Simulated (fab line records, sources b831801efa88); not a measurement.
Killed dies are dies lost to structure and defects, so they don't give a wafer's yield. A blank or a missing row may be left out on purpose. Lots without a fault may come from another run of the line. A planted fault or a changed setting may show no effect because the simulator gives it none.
Which tool did it? | flow sky130 | 6 lots, 18 wafers sampled, at 3 steps of a route of 708

WHAT THE GAUGES READ, wafer by wafer
SKY_LOCAL_INTERCONNECT_CD_MEAS_11: target cd 170 nm.
lot  | measured     | on        | cd_nm (nm)
L572 | day 32 01:41 | cd_sem-02 | 170.5 170.5 171.1
L575 | day 32 17:34 | cd_sem-02 | 169.6 170.5 170.3
L576 | day 32 23:53 | cd_sem-02 | 167.9 167.8 171.0
L581 | day 34 08:50 | cd_sem-01 | 167.4 167.3 166.9
L587 | day 36 07:23 | cd_sem-01 | 167.1 167.0 167.4

WHICH TOOL RAN EACH LOT (tool, then ch and the chambers of the sampled wafers, then the start)
lot  | SKY_LDD_LDN_STRIP_12                 | SKY_LI_CONTACT_SPUTTER_19
L572 | plasma_asher-03 ch 0,1, day 24 20:18 | pvd_sputter-02, day 30 22:56
L575 | plasma_asher-03 ch 0,1, day 25 11:59 | pvd_sputter-02, day 31 13:52
L576 | plasma_asher-02 ch 0,1, day 25 15:51 | pvd_sputter-03, day 31 20:05
L581 | plasma_asher-03 ch 0,1, day 27 06:57 | pvd_sputter-02, day 33 05:49
L584 | plasma_asher-02 ch 0,1, day 28 03:33 | -
L587 | plasma_asher-03 ch 0,1, day 29 07:06 | pvd_sputter-03, day 35 03:22
- SKY_LDD_LDN_STRIP_12: strips in O2/N2.
- SKY_LI_CONTACT_SPUTTER_19: material Ti, target thk 20 nm, time 106.37 s.

THE ANSWER, worked out from the rows above alone
Rule: what is usual is taken from the lots themselves. Put in order of their means at a reading, lots are off if they are a third of the lots or fewer, leave a main group of 4 or more, and stand apart from it by a gap of 3 or more times the standard deviation of the main group's means; of several such gaps the widest counts. A main group whose means are all the same, to the digits that the tables above print for the reading, isn't used. A lot without any number at a reading at which 4 lots or more have one is off too. The other lots that the step has rows for count as sound.
No lot is off at any reading shown: from this, nothing can be told.

WHAT THE SIMULATOR HAD PUT IN
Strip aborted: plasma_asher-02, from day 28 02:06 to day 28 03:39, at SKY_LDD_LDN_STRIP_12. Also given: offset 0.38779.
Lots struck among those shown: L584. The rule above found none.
